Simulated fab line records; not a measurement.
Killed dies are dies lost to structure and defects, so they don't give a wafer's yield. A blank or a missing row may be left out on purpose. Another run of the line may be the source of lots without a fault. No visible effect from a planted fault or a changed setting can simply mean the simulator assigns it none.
Check of tool commonality ; flow sky130 ; Sampled: 11 lots, 33 wafers

WHY IT WAS OPENED
At SKY_VT_ADJUST_LVTN_TW_MEAS_21 the reading VT_ADJUST_LVTN_2_TW is flagged on 4 of 11 lots. No-fault wafers: 188.7, standard deviation 1.5.
Rule: flag the lot when none of its wafers has a number, or when each of its wafers that has one lies beyond 4 standard deviations from that mean. The other lots count as sound.

lot;measured;on;VT_ADJUST_LVTN_2_TW, wafer by wafer;flag
L958;day 7 17:20;film metro-03;188.7 186.9 187.0;
L959;day 7 21:44;film metro-04;189.8 190.5 189.4;
L960;day 8 01:32;film metro-02;188.6 188.4 187.6;
L961;day 8 09:14;film metro-03;188.6 187.7 186.9;
L962;day 8 16:29;film metro-02;187.7 187.8 188.0;
L963;day 9 00:01;film metro-04;190.7 190.1 191.5;
L964;day 9 04:32;film metro-02;190.0 189.4 189.2;
L965;day 9 17:11;film metro-04;291.6 292.4 292.9;FLAGGED
L966;day 9 23:46;film metro-02;290.6 290.3 291.4;FLAGGED
L967;day 10 10:37;film metro-03;289.0 288.6 288.2;FLAGGED
L968;day 10 10:40;film metro-04;291.5 290.5 290.7;FLAGGED
The numbers of the flagged lots are 290.6 on average: +101.9 against the usual, or +68 standard deviations.

LOT BY LOT: THE TOOL USED
The record keeps 1 process step preceding the reading, out of 708 steps on the route. Each cell gives the tool, then ch followed by the chambers the sampled wafers passed through, then the start.
lot;flag;SKY_VT_ADJUST_LVTN_IMPLANT_19
L958;;implanter-04 ch 0, day 7 17:05
L959;;implanter-03 ch 0, day 7 21:31
L960;;implanter-04 ch 0, day 8 01:17
L961;;implanter-04 ch 0, day 8 08:59
L962;;implanter-03 ch 0, day 8 16:14
L963;;implanter-01 ch 0, day 8 23:47
L964;;implanter-03 ch 0, day 9 04:17
L965;FLAGGED;implanter-04 ch 0, day 9 16:57
L966;FLAGGED;implanter-03 ch 0, day 9 23:31
L967;FLAGGED;implanter-04 ch 0, day 10 10:22
L968;FLAGGED;implanter-03 ch 0, day 10 10:27
These steps, and what they do:
- SKY_VT_ADJUST_LVTN_IMPLANT_19
- SKY_VT_ADJUST_LVTN_TW_MEAS_21

FLAGGED AGAINST TOTAL, ONE TOOL AT A TIME (gauges that did the reading follow at the end)
step;tool;lots run;flagged;share of the flagged lots;sound lots run after its first flagged lot
SKY_VT_ADJUST_LVTN_IMPLANT_19;implanter-01;1;0;none;-
SKY_VT_ADJUST_LVTN_IMPLANT_19;implanter-03;5;2;some;0
SKY_VT_ADJUST_LVTN_IMPLANT_19;implanter-04;5;2;some;0
SKY_VT_ADJUST_LVTN_TW_MEAS_21;film metro-02;4;1;some;0
SKY_VT_ADJUST_LVTN_TW_MEAS_21;film metro-03;3;1;some;0
SKY_VT_ADJUST_LVTN_TW_MEAS_21;film metro-04;4;2;some;0

WHAT THE TABLE PERMITS
No row of the table ran every flagged lot.

WHAT THE SIMULATOR PUT IN
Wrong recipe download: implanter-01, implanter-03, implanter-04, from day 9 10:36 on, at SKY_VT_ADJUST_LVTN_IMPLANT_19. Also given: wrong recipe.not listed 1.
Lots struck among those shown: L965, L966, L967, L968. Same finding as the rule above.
